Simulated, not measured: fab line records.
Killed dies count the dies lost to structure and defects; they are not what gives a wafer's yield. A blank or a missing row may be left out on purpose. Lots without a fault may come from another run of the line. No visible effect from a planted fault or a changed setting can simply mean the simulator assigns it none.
A lot that was struck, set against a sound lot -- flow gf180mcu -- 15 out of 602 route steps
Sound: wafers L860.2, L860.4, L860.5. Struck: wafers L856.2, L856.4, L856.5. The cause is named last.
Per side, at each step with rows, come the tool, then ch with its chambers, and then its first start. Under that, the readings that differ: sound wafers -- struck wafers -- difference of the means -- sigmas: that difference in standard deviations of wafers without a fault.
alike: readings whose means differ by less than 2 such deviations, and words and numbers that are the same on both sides. not compared: withheld readings, readings that some wafer has no value for, bounds like >300 that may hide the same value, and numbers for which the record gives no deviation and whose values overlap.
A row with sigmas, a row that says differs or no value, or rows on one side alone: a step with any of these is where the two part. When numbers do not overlap yet have no deviation, they are printed without sigmas and do not part them. Lack of a reading on every wafer of one side parts them only where that side has two or more wafers.

first, 3 steps without rows for these wafers: GF_V1_EXPOSE_11 (exposes mask Via1, target cd 260 nm); GF_V1_PEB_12 (peb time 90 s); GF_V1_DEVELOP_13 (develop time 60 s).
GF_V1_CD_MEAS_14 targets a cd of 260 nm.
  sound on cd sem-01, day 22 19:26; struck on cd sem-02, day 20 23:38
  alike: cd nm
GF_V1_OVL_MEAS_15:
  sound on overlay-01, day 22 19:32; struck on overlay-02, day 20 23:44
reading,sound,struck,difference,sigmas
V1_OVL (nm),-9 -10 -1,12 9 8,+16,+3
GF_V1_ETCH_16: etches BARC in N2/H2.
  sound on rie diel-01 ch 1,2,3, day 22 19:34; struck on rie diel-01 ch 0,2,3, day 20 23:46
reading,sound,struck,difference,sigmas
oes product au (a.u.),0.858 0.858 0.869,0.846 0.855 0.853,-0.010,-2
  alike: drypump motor current A, throttle valve pct
GF_V1_ETCH_17: etches SiO2 in C4F8/O2/Ar, stops on TiN, target depth 630 nm.
  sound: rie diel-01 ch 1,2,3; struck: rie diel-01 ch 0,2,3
  alike: oes product au
GF_V1_STRIP_18: strips in O2/N2.
  sound on plasma asher-04 ch 1, day 22 19:41; struck on plasma asher-03 ch 0, day 20 23:54
  alike: drypump motor current A, heater power w, oes product au
  not compared: rf hours counter h
then, 2 steps without rows for these wafers: GF_V1_STRIP_19 (strips in post etch residue remover, time 1200 s); GF_V1_CLEAN_20 (cleans in DIW).
GF_V1_SPUTTER_21: material Ti, target thk 15 nm, time 80.02 s.
  sound on pvd sputter-03, day 22 20:17; struck on pvd sputter-03, day 21 00:26
  alike: throttle valve pct
GF_V1_SPUTTER_22: material TiN, target thk 10 nm, time 40 s.
  sound on pvd sputter-03, day 22 20:21; struck on pvd sputter-03, day 21 00:29
  alike: throttle valve pct
GF_V1_CVD_23: deposits W, target thk 350 nm, time 105.05 s.
  sound on cvd w-01 ch 0,1, day 22 20:23; struck on cvd w-02 ch 0, day 21 00:32
  no value came back on the struck wafers for chamber pressure Torr (Torr), heater power outer w (W), heater power w (W); on the sound wafers chamber pressure Torr (Torr) reads 40.07 39.96 40.04
GF_V1_RS_MEAS_24: a four-point-probe measurement.
  sound on film metro-03, day 22 20:32; struck on film metro-02, day 21 00:57
reading,sound,struck,difference,sigmas
V1_W_RS (ohm/sq),0.324 0.326 0.329,44.653 44.229 44.121,+44.008,+99 or more
  not compared: hold
GF_PASSIVATION_PROBE_99:
  sound wafers here have rows in the record (prober-01, day 32 15:16); struck ones have none

## WHERE THEY PART
At GF_V1_OVL_MEAS_15 first; at GF_PASSIVATION_PROBE_99 last (within this record only).

WHY: what the simulator had put in
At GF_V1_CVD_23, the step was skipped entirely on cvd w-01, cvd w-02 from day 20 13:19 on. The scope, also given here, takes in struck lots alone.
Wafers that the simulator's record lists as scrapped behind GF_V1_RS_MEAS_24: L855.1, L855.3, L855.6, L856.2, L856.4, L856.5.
